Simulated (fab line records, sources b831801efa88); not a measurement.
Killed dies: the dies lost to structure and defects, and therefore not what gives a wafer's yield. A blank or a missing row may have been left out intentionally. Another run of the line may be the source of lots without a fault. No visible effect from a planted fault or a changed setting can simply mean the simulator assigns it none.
A sampling plan put to the test	flow sky130	one fab line, 59 faults that these records tell of, each judged on the records of the lots that it struck
The plan consists of the line's own looks: route steps at which the wafer is read by a gauge or an inspection but not changed. Where struck wafers have a number at a look and the file lists that look's usual mean and standard deviation on fault-free wafers, the look can be judged. Caught: the struck wafers' mean, at a look after the fault's first step, is 4 or more of those standard deviations (sigma) away from the usual mean. On the tool: the fault's steps, tested the same way using the tool's own readings. It also counts as caught if the struck wafers ran another recipe or if their record alone is blank.

== THE FAULTS, as the simulator had put them in ==
1. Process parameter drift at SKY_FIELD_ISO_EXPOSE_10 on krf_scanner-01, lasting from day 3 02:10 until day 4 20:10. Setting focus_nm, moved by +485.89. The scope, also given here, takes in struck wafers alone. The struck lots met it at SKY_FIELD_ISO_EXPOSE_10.
2. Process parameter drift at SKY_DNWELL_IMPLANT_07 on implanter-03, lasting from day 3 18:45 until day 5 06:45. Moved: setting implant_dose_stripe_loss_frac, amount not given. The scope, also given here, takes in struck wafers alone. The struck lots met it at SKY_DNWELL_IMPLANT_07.
3. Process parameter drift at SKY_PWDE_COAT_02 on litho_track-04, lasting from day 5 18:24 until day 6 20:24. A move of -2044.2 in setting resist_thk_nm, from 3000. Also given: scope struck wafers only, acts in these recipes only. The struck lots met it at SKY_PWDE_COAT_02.
4. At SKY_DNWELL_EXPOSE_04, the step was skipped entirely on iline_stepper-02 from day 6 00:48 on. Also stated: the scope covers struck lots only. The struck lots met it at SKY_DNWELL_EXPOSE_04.
5. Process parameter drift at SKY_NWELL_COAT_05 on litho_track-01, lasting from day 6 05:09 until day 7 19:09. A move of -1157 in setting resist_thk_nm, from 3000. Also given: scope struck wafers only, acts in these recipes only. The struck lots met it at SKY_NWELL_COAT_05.
6. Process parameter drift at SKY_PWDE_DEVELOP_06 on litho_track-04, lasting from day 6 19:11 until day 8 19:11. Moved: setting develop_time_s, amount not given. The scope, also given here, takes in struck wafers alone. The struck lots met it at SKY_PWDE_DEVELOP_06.
7. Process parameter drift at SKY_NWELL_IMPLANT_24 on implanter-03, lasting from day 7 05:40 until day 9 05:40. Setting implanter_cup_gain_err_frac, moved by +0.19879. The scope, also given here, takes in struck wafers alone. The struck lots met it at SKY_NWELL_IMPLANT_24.
8. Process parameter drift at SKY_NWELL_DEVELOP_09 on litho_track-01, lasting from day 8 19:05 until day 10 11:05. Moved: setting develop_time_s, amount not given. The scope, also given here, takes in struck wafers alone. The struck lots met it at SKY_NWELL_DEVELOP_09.
9. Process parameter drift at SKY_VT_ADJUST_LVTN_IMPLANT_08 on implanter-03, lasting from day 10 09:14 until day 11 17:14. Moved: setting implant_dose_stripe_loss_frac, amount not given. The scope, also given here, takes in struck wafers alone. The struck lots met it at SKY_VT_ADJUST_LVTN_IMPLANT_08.
10. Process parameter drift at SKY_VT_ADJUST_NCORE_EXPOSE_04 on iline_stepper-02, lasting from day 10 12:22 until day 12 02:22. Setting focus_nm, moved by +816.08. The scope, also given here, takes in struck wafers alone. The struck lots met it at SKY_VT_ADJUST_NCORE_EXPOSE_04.
11. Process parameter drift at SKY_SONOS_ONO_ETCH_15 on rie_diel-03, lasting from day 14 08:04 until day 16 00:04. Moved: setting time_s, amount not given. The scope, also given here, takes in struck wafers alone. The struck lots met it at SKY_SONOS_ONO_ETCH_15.
12. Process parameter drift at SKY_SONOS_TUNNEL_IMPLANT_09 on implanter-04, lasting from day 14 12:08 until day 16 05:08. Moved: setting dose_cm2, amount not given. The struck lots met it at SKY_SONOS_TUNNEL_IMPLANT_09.
13. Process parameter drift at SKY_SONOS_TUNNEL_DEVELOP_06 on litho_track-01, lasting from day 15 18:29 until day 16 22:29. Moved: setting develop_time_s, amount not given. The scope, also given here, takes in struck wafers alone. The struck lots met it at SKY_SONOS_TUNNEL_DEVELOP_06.
14. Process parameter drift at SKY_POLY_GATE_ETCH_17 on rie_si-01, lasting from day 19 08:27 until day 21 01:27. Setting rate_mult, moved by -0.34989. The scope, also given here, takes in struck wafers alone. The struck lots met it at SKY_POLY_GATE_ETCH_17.
15. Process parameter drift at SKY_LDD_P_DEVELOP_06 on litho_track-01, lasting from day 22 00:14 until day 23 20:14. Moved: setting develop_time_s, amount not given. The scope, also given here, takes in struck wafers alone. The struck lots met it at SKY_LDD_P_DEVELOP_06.
16. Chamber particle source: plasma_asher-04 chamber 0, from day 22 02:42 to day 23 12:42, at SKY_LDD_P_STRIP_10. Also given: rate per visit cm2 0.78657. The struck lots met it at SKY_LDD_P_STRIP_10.
17. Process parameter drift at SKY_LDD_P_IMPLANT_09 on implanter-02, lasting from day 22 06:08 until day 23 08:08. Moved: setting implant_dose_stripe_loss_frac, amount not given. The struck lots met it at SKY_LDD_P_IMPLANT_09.
18. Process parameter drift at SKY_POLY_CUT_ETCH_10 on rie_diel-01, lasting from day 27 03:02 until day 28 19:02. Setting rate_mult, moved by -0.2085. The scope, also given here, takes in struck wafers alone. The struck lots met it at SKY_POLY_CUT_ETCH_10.
19. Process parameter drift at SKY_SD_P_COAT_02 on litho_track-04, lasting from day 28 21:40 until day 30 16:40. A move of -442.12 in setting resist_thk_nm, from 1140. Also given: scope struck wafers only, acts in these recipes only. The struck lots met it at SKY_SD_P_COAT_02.
20. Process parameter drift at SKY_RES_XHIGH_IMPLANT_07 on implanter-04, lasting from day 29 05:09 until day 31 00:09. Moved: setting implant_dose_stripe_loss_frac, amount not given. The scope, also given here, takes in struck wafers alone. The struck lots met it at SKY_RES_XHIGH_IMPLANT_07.
21. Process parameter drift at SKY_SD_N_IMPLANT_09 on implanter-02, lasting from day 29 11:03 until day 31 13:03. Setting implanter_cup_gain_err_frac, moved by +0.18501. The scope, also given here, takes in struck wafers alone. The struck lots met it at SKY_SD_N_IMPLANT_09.
22. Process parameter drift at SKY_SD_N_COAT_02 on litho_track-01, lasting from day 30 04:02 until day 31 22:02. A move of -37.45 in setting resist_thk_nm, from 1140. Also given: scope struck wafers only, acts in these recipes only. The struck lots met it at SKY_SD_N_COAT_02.
23. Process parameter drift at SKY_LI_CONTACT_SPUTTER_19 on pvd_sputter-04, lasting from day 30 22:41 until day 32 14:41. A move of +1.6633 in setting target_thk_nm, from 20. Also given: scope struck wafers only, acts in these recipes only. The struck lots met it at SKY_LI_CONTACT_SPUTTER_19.
24. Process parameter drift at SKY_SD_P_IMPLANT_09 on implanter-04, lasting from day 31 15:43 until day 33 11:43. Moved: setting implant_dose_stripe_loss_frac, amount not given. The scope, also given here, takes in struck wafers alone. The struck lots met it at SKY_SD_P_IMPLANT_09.
25. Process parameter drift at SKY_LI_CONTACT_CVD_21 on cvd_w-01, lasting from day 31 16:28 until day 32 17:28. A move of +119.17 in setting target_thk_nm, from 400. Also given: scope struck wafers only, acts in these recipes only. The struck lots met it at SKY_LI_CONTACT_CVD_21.
26. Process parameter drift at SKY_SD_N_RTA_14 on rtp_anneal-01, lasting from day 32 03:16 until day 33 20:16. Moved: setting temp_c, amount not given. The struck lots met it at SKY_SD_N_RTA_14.
27. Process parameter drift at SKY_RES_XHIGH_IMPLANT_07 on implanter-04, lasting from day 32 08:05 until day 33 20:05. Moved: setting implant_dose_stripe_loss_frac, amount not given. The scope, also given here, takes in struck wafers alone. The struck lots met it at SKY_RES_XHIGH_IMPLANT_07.
28. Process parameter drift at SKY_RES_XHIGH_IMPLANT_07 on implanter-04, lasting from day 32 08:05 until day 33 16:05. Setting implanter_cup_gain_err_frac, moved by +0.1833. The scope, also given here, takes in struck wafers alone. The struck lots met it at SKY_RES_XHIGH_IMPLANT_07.
29. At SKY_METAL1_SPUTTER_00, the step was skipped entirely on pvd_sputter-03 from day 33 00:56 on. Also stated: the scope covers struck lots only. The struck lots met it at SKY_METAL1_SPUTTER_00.
30. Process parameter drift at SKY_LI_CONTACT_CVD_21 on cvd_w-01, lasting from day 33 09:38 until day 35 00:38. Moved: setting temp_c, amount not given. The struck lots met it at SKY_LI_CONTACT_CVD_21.
31. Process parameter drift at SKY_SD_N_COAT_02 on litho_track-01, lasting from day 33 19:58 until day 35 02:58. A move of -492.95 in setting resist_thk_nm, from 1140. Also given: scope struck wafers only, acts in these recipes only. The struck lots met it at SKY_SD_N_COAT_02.
32. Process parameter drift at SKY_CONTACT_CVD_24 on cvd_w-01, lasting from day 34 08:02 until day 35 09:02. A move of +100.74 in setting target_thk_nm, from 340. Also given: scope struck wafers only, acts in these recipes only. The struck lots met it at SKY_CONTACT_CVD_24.
33. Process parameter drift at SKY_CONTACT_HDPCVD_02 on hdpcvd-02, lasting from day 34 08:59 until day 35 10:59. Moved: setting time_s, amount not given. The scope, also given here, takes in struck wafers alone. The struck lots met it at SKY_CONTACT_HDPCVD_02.
34. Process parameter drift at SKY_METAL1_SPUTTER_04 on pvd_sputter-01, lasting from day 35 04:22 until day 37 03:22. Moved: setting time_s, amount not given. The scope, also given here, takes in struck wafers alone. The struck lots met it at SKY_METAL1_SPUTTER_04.
35. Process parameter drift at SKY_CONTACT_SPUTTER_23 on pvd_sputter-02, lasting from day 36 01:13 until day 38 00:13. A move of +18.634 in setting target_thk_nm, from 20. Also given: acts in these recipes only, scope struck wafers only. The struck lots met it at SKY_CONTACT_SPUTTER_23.
36. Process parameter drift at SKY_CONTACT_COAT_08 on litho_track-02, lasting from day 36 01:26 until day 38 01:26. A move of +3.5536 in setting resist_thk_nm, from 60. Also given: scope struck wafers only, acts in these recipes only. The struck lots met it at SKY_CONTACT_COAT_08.
37. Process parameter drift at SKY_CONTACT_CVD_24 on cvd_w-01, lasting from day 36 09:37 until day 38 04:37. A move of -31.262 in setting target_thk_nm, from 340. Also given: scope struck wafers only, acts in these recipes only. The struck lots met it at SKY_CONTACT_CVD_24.
38. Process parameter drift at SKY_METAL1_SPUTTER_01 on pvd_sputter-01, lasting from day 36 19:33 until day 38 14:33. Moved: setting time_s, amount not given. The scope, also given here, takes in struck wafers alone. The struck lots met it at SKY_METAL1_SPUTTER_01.
39. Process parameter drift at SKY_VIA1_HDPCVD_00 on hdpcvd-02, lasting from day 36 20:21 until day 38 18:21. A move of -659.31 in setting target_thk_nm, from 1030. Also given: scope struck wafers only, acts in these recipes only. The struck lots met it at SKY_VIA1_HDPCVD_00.
40. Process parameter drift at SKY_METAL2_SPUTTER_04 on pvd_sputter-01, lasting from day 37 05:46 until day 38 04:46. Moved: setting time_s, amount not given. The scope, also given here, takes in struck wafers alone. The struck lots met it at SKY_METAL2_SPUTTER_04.
41. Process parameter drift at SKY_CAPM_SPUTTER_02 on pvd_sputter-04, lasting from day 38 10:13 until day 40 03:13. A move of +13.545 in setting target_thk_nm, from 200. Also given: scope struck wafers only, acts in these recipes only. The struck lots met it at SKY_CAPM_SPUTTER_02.
42. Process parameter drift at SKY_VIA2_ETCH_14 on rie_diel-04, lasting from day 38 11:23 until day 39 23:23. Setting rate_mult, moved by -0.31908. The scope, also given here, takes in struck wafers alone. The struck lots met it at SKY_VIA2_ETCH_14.
43. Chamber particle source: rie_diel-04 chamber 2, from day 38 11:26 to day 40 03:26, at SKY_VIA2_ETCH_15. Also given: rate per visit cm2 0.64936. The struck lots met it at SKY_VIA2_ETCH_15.
44. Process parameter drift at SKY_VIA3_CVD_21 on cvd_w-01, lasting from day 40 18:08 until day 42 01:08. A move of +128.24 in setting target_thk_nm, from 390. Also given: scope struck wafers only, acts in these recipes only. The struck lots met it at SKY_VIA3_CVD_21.
45. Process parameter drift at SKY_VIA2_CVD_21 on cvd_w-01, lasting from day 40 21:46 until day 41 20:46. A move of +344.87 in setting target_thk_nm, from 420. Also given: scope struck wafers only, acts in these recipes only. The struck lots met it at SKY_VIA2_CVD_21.
46. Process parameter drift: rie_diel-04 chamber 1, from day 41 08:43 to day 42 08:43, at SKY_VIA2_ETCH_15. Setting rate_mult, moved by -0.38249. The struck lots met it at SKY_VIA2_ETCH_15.
47. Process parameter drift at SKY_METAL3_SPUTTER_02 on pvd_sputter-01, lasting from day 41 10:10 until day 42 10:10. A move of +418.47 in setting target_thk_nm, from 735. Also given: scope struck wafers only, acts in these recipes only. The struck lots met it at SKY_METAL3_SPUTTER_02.
48. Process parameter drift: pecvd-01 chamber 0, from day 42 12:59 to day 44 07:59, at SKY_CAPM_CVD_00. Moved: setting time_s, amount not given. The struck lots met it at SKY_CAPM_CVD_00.
49. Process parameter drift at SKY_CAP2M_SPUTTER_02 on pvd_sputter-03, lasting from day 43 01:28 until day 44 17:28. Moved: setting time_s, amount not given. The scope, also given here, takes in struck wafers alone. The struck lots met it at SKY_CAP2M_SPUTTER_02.
50. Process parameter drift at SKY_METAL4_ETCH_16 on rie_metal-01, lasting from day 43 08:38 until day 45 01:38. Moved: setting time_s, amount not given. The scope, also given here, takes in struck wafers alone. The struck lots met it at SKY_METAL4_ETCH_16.
51. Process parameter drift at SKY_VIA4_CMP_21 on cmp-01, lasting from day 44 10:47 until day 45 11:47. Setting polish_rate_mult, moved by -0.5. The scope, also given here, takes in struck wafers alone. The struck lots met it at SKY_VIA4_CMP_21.
52. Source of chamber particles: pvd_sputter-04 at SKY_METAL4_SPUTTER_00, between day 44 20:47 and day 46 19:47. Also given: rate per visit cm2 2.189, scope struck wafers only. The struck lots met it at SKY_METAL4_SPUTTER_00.
53. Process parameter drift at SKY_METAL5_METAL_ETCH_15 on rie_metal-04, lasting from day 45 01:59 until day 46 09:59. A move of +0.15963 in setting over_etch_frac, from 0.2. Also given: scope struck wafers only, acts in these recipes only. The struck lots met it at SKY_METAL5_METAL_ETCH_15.
54. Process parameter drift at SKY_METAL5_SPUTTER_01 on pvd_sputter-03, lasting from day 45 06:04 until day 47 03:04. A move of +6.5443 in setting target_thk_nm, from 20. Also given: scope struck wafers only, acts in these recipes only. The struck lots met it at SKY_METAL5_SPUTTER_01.
55. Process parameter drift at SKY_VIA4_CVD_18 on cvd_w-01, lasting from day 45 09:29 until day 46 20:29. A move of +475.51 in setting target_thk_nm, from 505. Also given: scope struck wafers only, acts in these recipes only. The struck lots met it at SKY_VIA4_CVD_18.
56. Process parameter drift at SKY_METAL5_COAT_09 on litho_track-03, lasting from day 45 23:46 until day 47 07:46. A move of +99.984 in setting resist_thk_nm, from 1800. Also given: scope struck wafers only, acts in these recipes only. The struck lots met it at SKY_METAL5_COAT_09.
57. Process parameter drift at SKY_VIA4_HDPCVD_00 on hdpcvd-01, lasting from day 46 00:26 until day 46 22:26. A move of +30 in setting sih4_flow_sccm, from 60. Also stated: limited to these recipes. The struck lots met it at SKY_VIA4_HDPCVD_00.
58. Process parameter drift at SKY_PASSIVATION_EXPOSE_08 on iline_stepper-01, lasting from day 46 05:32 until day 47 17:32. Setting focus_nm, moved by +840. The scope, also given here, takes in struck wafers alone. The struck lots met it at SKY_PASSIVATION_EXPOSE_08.
59. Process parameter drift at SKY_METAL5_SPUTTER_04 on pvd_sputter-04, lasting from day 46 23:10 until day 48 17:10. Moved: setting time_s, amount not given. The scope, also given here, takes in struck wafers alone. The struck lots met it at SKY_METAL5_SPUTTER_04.

== WHAT THE PLAN SAW ==
fault	on the tool itself	first look that catches it	reading, sigma	median hours from its first step to that look	hours from the fault's start to the first struck lot there	judged looks passed uncaught
1	under 2 sigma	SKY_FIELD_ISO_CD_MEAS_13	cd_nm -59	8.4	11	0
2	no reading that can be judged	none of the 5 looks that can be judged after it	-	-	-	5
3	no reading that can be judged	no look after it can be judged	-	-	-	0
4	no reading that can be judged	SKY_DNWELL_TW_MEAS_09	DNWELL_TW -99 or beyond	9.8	13	0
5	no reading that can be judged	not the one look that can be judged after it	-	-	-	1
6	no reading that can be judged	SKY_PWDE_TW_MEAS_10	PWDE_TW -99 or beyond	1.1	8	0
7	faraday_current_uA +9.3 sigma	SKY_NWELL_TW_MEAS_26	NWELL_2_TW -7.4	0.2	11	0
8	no reading that can be judged	none of the 3 looks that can be judged after it	-	-	-	3
9	under 2 sigma	none of the 6 looks that can be judged after it	-	-	-	6
10	under 2 sigma	SKY_VT_ADJUST_NCORE_CD_MEAS_07	cd_nm -5.8	10.8	14	0
11	only faintly: drypump_motor_current_A +2.0 sigma	no look after it can be judged	-	-	-	0
12	dose_ions_cm2 -99 or beyond sigma	SKY_SONOS_TUNNEL_TW_MEAS_12	SONOS_TUNNEL_TW -27	0.4	11	0
13	under 2 sigma	SKY_SONOS_TUNNEL_CD_MEAS_07	cd_nm -53	0.1	20	0
14	oes_product_au -32 sigma	not the one look that can be judged after it	-	-	-	1
15	no reading that can be judged	SKY_LDD_P_TW_MEAS_11	LDD_P_TW -99 or beyond	0.6	5	0
16	under 2 sigma	not the one look that can be judged after it	-	-	-	1
17	no reading that can be judged	none of the 5 looks that can be judged after it	strongest: LDD_P_TW at SKY_LDD_P_TW_MEAS_11, -2.0	-	-	5
18	under 2 sigma	no look after it can be judged	-	-	-	0
19	no reading that can be judged	SKY_SD_P_CD_MEAS_07	cd_nm +19	14.3	38	0
20	no reading that can be judged	SKY_RES_XHIGH_TW_MEAS_09	RES_XHIGH_TW -5.9	0.2	4	0
21	no reading that can be judged	SKY_SD_N_RS_MEAS_16	SD_N_RS +12	0.7	2	0
22	no reading that can be judged	none of the 2 looks that can be judged after it	-	-	-	2
23	under 2 sigma	no look after it can be judged	-	-	-	0
24	no reading that can be judged	none of the 2 looks that can be judged after it	strongest: SD_P_RS at SKY_SD_N_RS_MEAS_17, +3.8	-	-	2
25	under 2 sigma	SKY_LI_CONTACT_RS_MEAS_22	LI_CONTACT_W_RS -13	0.1	11	0
26	wafer_temp_C_max +5.3 sigma	SKY_SD_N_RS_MEAS_16	SD_N_RS -10	0.2	6	0
27	under 2 sigma	SKY_SD_N_RS_MEAS_18	RES_XHIGH_RS +55	27.3	32	1
28	only faintly: beam_on_s -2.2 sigma	SKY_SD_N_RS_MEAS_18	RES_XHIGH_RS +40	26.9	45	0
29	the tool's record is blank for the struck wafers	not the one look that can be judged after it	-	-	-	1
30	susceptor_temp_C -67 sigma	SKY_LI_CONTACT_RS_MEAS_22	LI_CONTACT_W_RS +15	0.1	4	0
31	under 2 sigma	SKY_SD_N_CD_MEAS_07	cd_nm +25	13.1	17	0
32	under 2 sigma	SKY_CONTACT_RS_MEAS_25	CONTACT_W_RS -20	0.1	4	0
33	run_length_s -33 sigma	SKY_CONTACT_THK_MEAS_03	CONTACT_HDPCVD_THK -17	0.1	8	0
34	under 2 sigma	none of the 4 looks that can be judged after it	-	-	-	4
35	under 2 sigma	no look after it can be judged	-	-	-	0
36	no reading that can be judged	none of the 3 looks that can be judged after it	-	-	-	3
37	under 2 sigma	SKY_CONTACT_RS_MEAS_25	CONTACT_W_RS +8.8	0.1	10	0
38	under 2 sigma	no look after it can be judged	-	-	-	0
39	no reading that can be judged	SKY_VIA1_THK_MEAS_01	VIA1_HDPCVD_THK -55	0.1	3	0
40	under 2 sigma	none of the 4 looks that can be judged after it	-	-	-	4
41	under 2 sigma	SKY_CAPM_RS_MEAS_03	CAPM_TIN_RS -4.3	0.2	26	0
42	oes_product_au -12 sigma	no look after it can be judged	-	-	-	0
43	under 2 sigma	no look after it can be judged	-	-	-	0
44	under 2 sigma	SKY_VIA3_RS_MEAS_22	VIA3_W_RS -17	0.1	3	0
45	under 2 sigma	SKY_VIA2_RS_MEAS_22	VIA2_W_RS -39	0.1	3	0
46	oes_product_au -38 sigma	no look after it can be judged	-	-	-	0
47	under 2 sigma	no look after it can be judged	-	-	-	0
48	under 2 sigma	SKY_CAPM_THK_MEAS_01	CAPM_CVD_00_THK -37	0.0	9	0
49	under 2 sigma	SKY_CAP2M_RS_MEAS_03	CAP2M_TIN_RS +7.9	0.1	8	0
50	run_length_s -14 sigma	no look after it can be judged	-	-	-	0
51	overpolish_run_s -99 or beyond sigma	no look after it can be judged	-	-	-	0
52	under 2 sigma	no look after it can be judged	-	-	-	0
53	oes_product_au -11 sigma	no look after it can be judged	-	-	-	0
54	under 2 sigma	no look after it can be judged	-	-	-	0
55	under 2 sigma	SKY_VIA4_RS_MEAS_19	VIA4_W_RS -48	0.2	7	0
56	no reading that can be judged	no look after it can be judged	-	-	-	0
57	sih4_flow_sccm +99 or beyond sigma	SKY_VIA4_THK_MEAS_01	VIA4_HDPCVD_THK +38	0.2	3	0
58	no reading that can be judged	no look after it can be judged	-	-	-	0
59	under 2 sigma	none of the 2 looks that can be judged after it	-	-	-	2
A dash: the fault is not caught, or the number is missing from these records.

Caught at a look: 28 of 59. Caught on the tool: 13 of 59. By one or the other: 35 of 59.
Faults 14, 29, 42, 46, 50, 51, 53 were caught on the tool alone.
Caught at a look alone: faults 1, 4, 6, 10, 13, 15, 19, 20, 21, 25, 27, 28, 31, 32, 37, 39, 41, 44, 45, 48, 49, 55.
Caught by neither: faults 2, 3, 5, 8, 9, 11, 16, 17, 18, 22, 23, 24, 34, 35, 36, 38, 40, 43, 47, 52, 54, 56, 58, 59.

== THINNER SAMPLING ==
In the worst case, this is how late the first struck lot would be measured if the look that catches a fault measured only every second or every third lot, by lot number:
fault	struck lots at that look, in order of time	every lot	every second lot	every third lot
1	L187, L191, L192	11 h	36 h	36 h
4	L722, L723	13 h	20 h	may miss all 2
6	L926, L927	8 h	15 h	may miss all 2
7	L674, L675, L680	11 h	19 h	may miss all 3
10	L614, L615	14 h	21 h	may miss all 2
12	L574, L575, L577	11 h	19 h	may miss all 3
13	L800, L801	20 h	27 h	may miss all 2
15	L217, L219, L220	5 h	30 h	may miss all 3
19	L855, L857	38 h	may miss all 2	may miss all 2
20	L485, L490	4 h	40 h	may miss all 2
21	L987, L990, L991	2 h	27 h	may miss all 3
25	L114, L115	11 h	20 h	may miss all 2
26	L219, L221	6 h	may miss all 2	may miss all 2
27	L216, L218	32 h	may miss all 2	may miss all 2
28	L752	45 h	may miss it	may miss it
30	L429, L430	4 h	15 h	may miss all 2
31	L198, L199	17 h	29 h	may miss all 2
32	L545, L546, L547	4 h	14 h	24 h
33	L963, L964	8 h	19 h	may miss all 2
37	L723, L725	10 h	may miss all 2	may miss all 2
39	L784, L786, L787	3 h	26 h	may miss all 3
41	L253	26 h	may miss it	may miss it
44	L201, L200	3 h	8 h	may miss all 2
45	L194, L195	3 h	9 h	may miss all 2
48	L676, L677	9 h	12 h	may miss all 2
49	L478	8 h	may miss it	may miss it
55	L724, L726	7 h	may miss all 2	may miss all 2
57	L629, L630, L631	3 h	8 h	12 h
The hour figures run from when the fault began to the first measured lot among those it struck. 4 sigma limit: tested on the pooled struck wafers, so a lone lot may be under it. Other struck lots may not be in these records.

== THE LONGEST TIMED WAY FROM STEP TO LOOK ==
In fault 27, a median of 27.3 hours elapses between SKY_RES_XHIGH_IMPLANT_07 and SKY_SD_N_RS_MEAS_18. The look between them that can be judged stayed within 4 sigma: SKY_SD_N_OVL_MEAS_08.
